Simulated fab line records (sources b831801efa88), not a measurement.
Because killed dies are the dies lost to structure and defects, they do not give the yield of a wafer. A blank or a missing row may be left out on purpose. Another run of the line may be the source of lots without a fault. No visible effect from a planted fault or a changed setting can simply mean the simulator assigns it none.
2 desks, one fault :: flow gf180mcu :: what lay behind the numbers comes last; until then each desk has only its own

## FOR THE TOOL OWNER'S DESK: rtp_anneal-01
The tool's own readings at GF_PSD_RTA_13 (time 20 s): means of the sampled wafers that have a number, for each lot that ran on this tool. Any lot whose mean is over 4 standard deviations away from the usual mean is out of limits and marked OUT; that distance is given in the brackets.
Columns: A = lamp_power_pct at GF_PSD_RTA_13, usual 38.0 %; B = wafer_temp_C_max at GF_PSD_RTA_13, usual 1030.0
lot: L734
first seen here: day 14 03:38
A: 37.5
B: 1029.4

lot: L736
first seen here: day 14 21:28
A: 37.5
B: 1029.8

lot: L738
first seen here: day 15 10:52
A: 37.4
B: 1031.5

lot: L739
first seen here: day 15 19:43
A: 37.5
B: 1030.6

lot: L742
first seen here: day 16 18:46
A: 37.4
B: 1029.7

lot: L743
first seen here: day 17 11:28
A: 37.5
B: 1030.0

lot: L744
first seen here: day 17 23:04
A: 37.4
B: 1030.1

lot: L751
first seen here: day 20 19:22
A: 37.4
B: 1029.9

lot: L752
first seen here: day 21 00:25
A: 37.4
B: 1030.9

lot: L754
first seen here: day 22 00:17
A: 37.4
B: 1030.2
Finding of this desk: none of the 10 lots has anything out of limits.

## AT THE METROLOGY DESK
What the gauges read, lot by lot, whatever tool the lot ran on: means of the sampled wafers that have a number. Any lot whose mean is over 4 standard deviations away from the usual mean is out of limits and marked OUT; that distance is given in the brackets.
Columns: A = HV_LDD_01_OVL at GF_HV_LDD_OVL_MEAS_20, usual -1.2 nm; B = NSD_RS at GF_PSD_RS_MEAS_14, usual 46.19 ohm/sq; C = PSD_RS at GF_PSD_RS_MEAS_15, usual 108.7 ohm/sq
lot: L734
first seen here: day 10 19:08
A: -0.5
B: 46.08
C: 108.6

lot: L736
first seen here: day 11 11:20
A: -0.9
B: 46.13
C: 108.3

lot: L738
first seen here: day 11 22:41
A: -0.6
B: 46.09
C: 108.5

lot: L739
first seen here: day 12 06:49
A: -1.0
B: 46.15
C: 108.5

lot: L742
first seen here: day 13 03:15
A: -3.2
B: 42.56 (-38) OUT
C: 98.6 (-32) OUT

lot: L743
first seen here: day 13 18:12
A: -1.5
B: 42.69 (-36) OUT
C: 98.9 (-31) OUT

lot: L744
first seen here: day 14 01:22
A: -1.0
B: 42.71 (-36) OUT
C: 98.5 (-32) OUT

lot: L751
first seen here: day 16 16:24
A: -0.6
B: 46.10
C: 108.3

lot: L752
first seen here: day 16 16:37
A: -1.1
B: 46.22
C: 108.7

lot: L755
first seen here: day 17 19:02
A: -1.2
B: 46.19
C: 108.7

lot: L754
first seen here: day 17 19:25
A: -1.4
B: 46.20
C: 108.5

lot: L757
first seen here: day 18 05:23
A: -0.8
B: 46.26
C: 108.9
Finding of this desk: L742, L743, L744 out of limits, first seen on L742 at day 16 18:52 (NSD_RS at GF_PSD_RS_MEAS_14). Within limits: L734, L736, L738, L739, L751, L752, L755, L754, L757.

## TAKEN TOGETHER
At day 16 18:52 the metrology desk could have sounded an alarm, on L742, L743, L744.
The desk of the tool owner found nothing out of limits.
On record at the tool owner's desk: L742, L743, L744, within its limits.
Every lot named ran GF_PSD_RTA_13 on rtp_anneal-01.

## WHAT WAS PUT IN BY THE SIMULATOR
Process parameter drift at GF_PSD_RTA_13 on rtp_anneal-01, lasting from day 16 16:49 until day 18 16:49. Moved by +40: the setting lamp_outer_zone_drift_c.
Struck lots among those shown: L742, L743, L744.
Delay in hours, fault start to first out-of-limits reading, per desk: metrology desk 2.
